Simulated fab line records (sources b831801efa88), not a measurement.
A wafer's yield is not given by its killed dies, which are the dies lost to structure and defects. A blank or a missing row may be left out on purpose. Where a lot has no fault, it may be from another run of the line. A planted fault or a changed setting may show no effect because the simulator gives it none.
Problem report, 8D (eight disciplines) form, completed by code :: flow sfq-line :: the parts of the form that need people (team, actions taken, sign-off) are left out

1. WHAT IS WRONG
run-length-s at SFQ_TRILAYER_C5_BARC_OPEN_VIA_ETCH_210 reads a mean of 80.8 s on 3 wafers of 2 lots; wafers without a fault read 70.1 s with a standard deviation of 0.39. That puts it +27 standard deviations away from the usual mean.
The step: etches BARC in O2, target depth 125 nm, time 41.7 s.
Seen first at day 71 19:50 on rie-diel-04, wafer L681.2. The record holds 18 wafers of 6 lots with a number at this step. Rule for "out", or "out of limits": more than 4 standard deviations from the usual mean. All remaining wafers that have a number are taken as sound.

2. WHAT IT IS AND WHAT IT IS NOT
question: which readings at this step
is: run-length-s, oes-product-au
is not: drypump-motor-current-A

question: which lots
is: L681, L684
is not: L676, L678, L690, L695

question: which wafers of those lots
is: L681.2, L681.5, L684.2
is not: L681.1, L684.1, L684.3

question: read on which tools
is: rie-diel-04
is not: rie-diel-01

question: when
is: from day 71 19:50
is not: up to then (7 sound wafers); but 8 sound wafers of L684, L690, L695 came after

3. THE SUSPECTS, EACH WITH WHAT RULES IT OUT
Counting: a tool at a process step up to the reading stays a suspect if it ran every lot that is out. Sound lots after the first of them don't rule it out here, since some wafers of a struck lot are sound.
- rie-metal-03 at SFQ_TRILAYER_I5_STRIP_STRIP_148 (strips in O2): kept. It ran every lot that is out, first L681 (day 71 15:59).
- rie-diel-04 at SFQ_TRILAYER_C5_BARC_OPEN_VIA_ETCH_210 (etches BARC in O2, target depth 125 nm, time 41.7 s): kept. It ran every lot that is out, first L681 (day 71 19:50); its last sound lot up to then is L678 (day 71 15:27). Out on those wafers are its own readings of oes-product-au, run-length-s.
- The sound lot-mates ran in chamber 0 of rie-metal-03 at SFQ_TRILAYER_I5_STRIP_STRIP_148, but the wafers that are out ran in chamber 1.
What counting leaves: rie-metal-03 at SFQ_TRILAYER_I5_STRIP_STRIP_148 and rie-diel-04 at SFQ_TRILAYER_C5_BARC_OPEN_VIA_ETCH_210.

4. THE CAUSE (what the simulator had put in)
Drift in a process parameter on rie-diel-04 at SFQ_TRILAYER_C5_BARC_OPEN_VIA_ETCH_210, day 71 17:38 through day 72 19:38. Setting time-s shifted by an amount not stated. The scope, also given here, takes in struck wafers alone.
2 suspects survive the count, and this tool is in that group.

5. THE EFFECT CHAIN, in route order
Rows list readings where the struck wafers' mean (over those with a number) sits beyond 3 standard deviations from the usual. Only readings for which the record gives a usual standard deviation are gone through. hours: the time from each lot's start at the first step in this table that gives one to its start at this step, as a median over the lots. sigmas: the change in usual standard deviations.
hours: 0
step: SFQ_TRILAYER_C5_BARC_OPEN_VIA_ETCH_210
reading: oes-product-au
usual: 0.685 a.u.
on struck wafers: 0.620
change: -0.065
sigmas: -14

hours: 0
step: SFQ_TRILAYER_C5_BARC_OPEN_VIA_ETCH_210
reading: run-length-s
usual: 70.1 s
on struck wafers: 80.8
change: +10.7
sigmas: +27
Here are the process steps it includes:
- SFQ_TRILAYER_C5_BARC_OPEN_VIA_ETCH_210: etches BARC in O2, target depth 125 nm, time 41.7 s.

6. HOW IT WOULD HAVE BEEN CAUGHT EARLIER
First out-of-limits reading in this record: day 71 19:50, which is 2 hours after fault onset at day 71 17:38.
